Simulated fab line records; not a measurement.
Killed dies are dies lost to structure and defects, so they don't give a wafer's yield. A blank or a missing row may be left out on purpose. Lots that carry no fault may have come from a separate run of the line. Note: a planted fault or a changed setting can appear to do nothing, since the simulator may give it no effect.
2 desks looking at one fault / flow sky130 / numbers are kept per desk, each desk with only its own; the story behind them comes last

AT THE METROLOGY DESK
What the gauges read for every lot (on any tool): the sampled wafers with a number, averaged. If a lot's mean is further than 4 standard deviations from the usual mean, the lot is out of limits and carries the mark OUT (the distance appears in the brackets).
Columns: A = METAL4_OVL at SKY_METAL4_OVL_MEAS_14, usual 0 nm
lot=L504; first seen here=day 42 03:43; A=-8
lot=L506; first seen here=day 42 23:04; A=-0
lot=L509; first seen here=day 43 14:47; A=-8
lot=L511; first seen here=day 43 22:28; A=0
lot=L512; first seen here=day 44 11:17; A=-3
lot=L513; first seen here=day 44 20:28; A=4
lot=L514; first seen here=day 45 00:31; A=-2
lot=L515; first seen here=day 45 10:01; A=-4
lot=L516; first seen here=day 45 12:56; A=5
lot=L525; first seen here=day 47 16:14; A=-2
lot=L527; first seen here=day 47 22:58; A=1
Finding of this desk: none of the 11 lots has anything out of limits.

DESK OF THE TOOL OWNER: rieMetal-01
The tool's own readings at SKY_METAL4_METAL_ETCH_18 (etches the open film in Cl2/BCl3, stops on SiO2, target depth 845 nm, time 183.1 s): means of the sampled wafers that have a number, for each lot that ran on this tool. If a lot's mean is further than 4 standard deviations from the usual mean, the lot is out of limits and carries the mark OUT (the distance appears in the brackets).
Columns: A = drypumpMotorCurrentA at SKY_METAL4_METAL_ETCH_18, usual 5.8 A; B = heBacksideLeakSccm at SKY_METAL4_METAL_ETCH_18, usual 3.28 sccm; C = oesProductAu at SKY_METAL4_METAL_ETCH_18, usual 0.866 a.u.; D = runLengthS at SKY_METAL4_METAL_ETCH_18, usual 211.4 s; E = throttleValvePct at SKY_METAL4_METAL_ETCH_18, usual 22.265 %
lot=L511; first seen here=day 43 22:47; A=5.9; B=3.26; C=0.858; D=211.1; E=22.264
lot=L512; first seen here=day 44 11:38; A=6.3; B=3.32; C=0.873; D=211.2; E=22.266
lot=L513; first seen here=day 44 20:39; A=6.0; B=3.30; C=0.875; D=208.7 (-6.5) OUT; E=22.252
lot=L514; first seen here=day 45 00:42; A=5.9; B=3.20; C=0.881; D=208.9 (-6.2) OUT; E=22.263
lot=L516; first seen here=day 45 13:10; A=6.3; B=3.33; C=0.881; D=208.4 (-7.2) OUT; E=22.266
Finding of this desk: L513, L514, L516 out of limits; the first was L513 at day 44 20:39, on runLengthS at SKY_METAL4_METAL_ETCH_18. L511, L512: within limits.

TAKEN TOGETHER
An alarm could have come from the tool owner's desk at day 44 20:39, on L513, L514, L516.
The metrology desk saw nothing out of limits.
The metrology desk holds a record of L513, L514, L516, inside its limits.
SKY_METAL4_METAL_ETCH_18 was run on rieMetal-01 by each of the lots named.

WHAT THE SIMULATOR HAD INSERTED
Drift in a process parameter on rieMetal-01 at SKY_METAL4_METAL_ETCH_18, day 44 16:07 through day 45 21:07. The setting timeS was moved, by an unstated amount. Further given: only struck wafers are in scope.
Struck lots among those shown: L513, L514, L516.
Delay in hours, fault start to first out-of-limits reading, by desk: the tool owner's desk at 5.
